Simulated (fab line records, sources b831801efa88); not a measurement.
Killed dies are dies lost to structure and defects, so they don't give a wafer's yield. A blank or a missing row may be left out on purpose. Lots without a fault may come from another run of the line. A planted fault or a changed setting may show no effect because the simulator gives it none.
One fault seen from 2 desks | flow gf180mcu | each desk has only its own numbers; what lay behind them comes last

THE METROLOGY DESK
What the gauges read, lot by lot, whatever tool the lot ran on: means of the sampled wafers that have a number. A lot is out of limits, marked OUT, if its mean lies more than 4 standard deviations from the usual mean; the brackets give that distance.
Columns: A = cd_nm at GF_V5_CD_MEAS_14, usual 260.2 nm; B = V5_OVL at GF_V5_OVL_MEAS_15, usual -1 nm
lot  | first seen here | A     | B
L155 | day 27 07:40    | 259.0 | -0
L160 | day 29 02:41    | 260.6 | 4
L161 | day 29 08:14    | 261.4 | -6
L172 | day 32 03:08    | 260.9 | 0
L173 | day 32 10:55    | 260.4 | -4
L175 | day 32 19:58    | 262.7 | -2
This desk's finding: nothing out of limits on any of the 6 lots.

THE TOOL OWNER'S DESK: pvd_sputter-04
The tool's own readings at GF_V5_SPUTTER_22 (material TiN, target thk 10 nm, time 40 s): means of the sampled wafers that have a number, for each lot that ran on this tool. A lot is out of limits, marked OUT, if its mean lies more than 4 standard deviations from the usual mean; the brackets give that distance.
Columns: A = throttle_valve_pct at GF_V5_SPUTTER_22, usual 29.6 %
lot  | first seen here | A
L155 | day 27 08:35    | 29.7
L160 | day 29 03:36    | 29.3
L161 | day 29 09:09    | 30.4
L175 | day 32 20:54    | 29.9
This desk's finding: nothing out of limits on any of the 4 lots.

PUT TOGETHER
The metrology desk saw nothing out of limits.
The tool owner's desk saw nothing out of limits.

WHAT THE SIMULATOR HAD PUT IN
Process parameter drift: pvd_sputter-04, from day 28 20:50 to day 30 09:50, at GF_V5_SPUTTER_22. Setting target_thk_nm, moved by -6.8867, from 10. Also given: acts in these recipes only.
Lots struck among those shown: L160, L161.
